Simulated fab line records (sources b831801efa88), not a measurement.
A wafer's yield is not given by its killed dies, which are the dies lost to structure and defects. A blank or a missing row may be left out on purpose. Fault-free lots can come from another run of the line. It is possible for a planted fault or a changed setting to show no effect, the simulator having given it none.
Which tool did it? | flow sky130 | at 1 step of a route of 708, 13 lots with 39 wafers sampled

## WHAT THE GAUGES SHOWED, per wafer
SKY_VIA2_BOW_MEAS_03. Usual: VIA2_BOW gives 88 um (standard deviation 7.4).
lot  | measured     | on           | VIA2_BOW (um) | flag
L316 | day 35 04:16 | filmMetro-03 | 96 97 95      | 
L317 | day 35 06:44 | filmMetro-01 | 92 80 95      | 
L319 | day 36 07:59 | filmMetro-02 | 84 84 83      | 
L320 | day 36 09:02 | filmMetro-02 | 91 105 100    | 
L323 | day 37 16:07 | filmMetro-01 | 83 93 91      | 
L325 | day 38 06:37 | filmMetro-01 | 91 84 92      | 
L327 | day 38 16:02 | filmMetro-01 | 79 81 96      | 
L326 | day 38 16:44 | filmMetro-01 | 80 79 92      | 
L332 | day 40 09:17 | filmMetro-02 | 92 98 82      | 
L335 | day 40 23:49 | filmMetro-02 | 80 85 85      | 
L337 | day 41 13:48 | filmMetro-01 | 80 79 77      | 
L338 | day 42 16:56 | filmMetro-03 | 93 87 71      | 
L339 | day 42 17:59 | filmMetro-02 | 79 95 85      | 

## WHAT TOOL EACH LOT RAN ON (gives the tool, then ch and the chambers of the sampled wafers, and finally the start)
There is no process step in the record ahead of these readings.

## AS READ BY THE TOOLS THEMSELVES (means over the sampled wafers that have a number; for cases with no such wafer, the mark the record gives instead)
The record holds no such reading with a usual standard deviation.

## THE ANSWER, worked out from the rows above alone
Rule: a lot counts as off when the mean over its wafers that have a number is more than 3 standard deviations away from the usual mean. A lot without any number at a reading at which 4 lots or more have one is off too. Any other lot the step has rows for is counted as sound. Order of review: gauges by route order, followed by the tools' own readings, for which a lot's mean as printed above is used. The first step at which some lot is off is used, and at that step the reading that is off furthest; a lot without a number counts as furthest.
None of the lots is off at any reading shown; this tells nothing.

## WHAT THE SIMULATOR PUT IN
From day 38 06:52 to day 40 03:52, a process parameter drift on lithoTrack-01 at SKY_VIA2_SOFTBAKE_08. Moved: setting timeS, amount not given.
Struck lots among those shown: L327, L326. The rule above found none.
